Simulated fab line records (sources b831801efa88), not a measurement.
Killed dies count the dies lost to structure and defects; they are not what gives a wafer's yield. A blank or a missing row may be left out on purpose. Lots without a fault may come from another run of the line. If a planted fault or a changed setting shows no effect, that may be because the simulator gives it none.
Chamber matching | flow gf180mcu | GF_SAB_ETCH_11 on rie diel-04 has 4 sister chambers
The step etches SiO2 in C4F8/O2/Ar, target depth 55 nm, time 8.5 s. 7 wafers are shown with their chamber, then 7 later ones without.

## EACH WAFER AND ITS CHAMBER
wafer  | chamber | oes product au (a.u.)
L504.2 | 0       | 1.006
L506.5 | 2       | 1.023
L509.3 | 2       | 1.024
L512.1 | 1       | 0.994
L512.4 | 3       | 0.985
L514.1 | 1       | 0.993
L514.3 | 3       | 0.990

## WAFERS WHOSE CHAMBER IS MISSING
wafer  | oes product au (a.u.)
L514.4 | 0.999
L523.2 | 1.015
L523.5 | 0.993
L523.6 | 0.992
L525.4 | 0.997
L525.5 | 1.005
L525.6 | 0.983

## WHICH CHAMBER EACH WENT THROUGH
wafer  | from the rows above     | in truth
L514.4 | can't be placed: 1 or 0 | 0
L523.2 | can't be placed: 2 or 0 | 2
L523.5 | 1                       | 1
L523.6 | can't be placed: 1 or 3 | 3
L525.4 | 1                       | 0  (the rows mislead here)
L525.5 | 0                       | 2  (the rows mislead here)
L525.6 | 3                       | 3
2 of 7 placed correctly. Can't be placed from these rows: 3 (the true chamber is among the candidates in 3). Number placed wrongly: 2.
How it was worked out, from the rows above alone: a wafer's distance from a chamber is the root of the sum, over the readings, of the square of ((its reading less the chamber's mean) divided by the reading's scatter). If the next closest chamber is less than 2 further off than the closest, the wafer can't be placed; otherwise it belongs to the closest. Each chamber's mean is taken over the wafers shown for it. The scatter: the root of (the sum of the squares of (reading less its chamber's mean) over the shown wafers, divided by (wafers less chambers)).
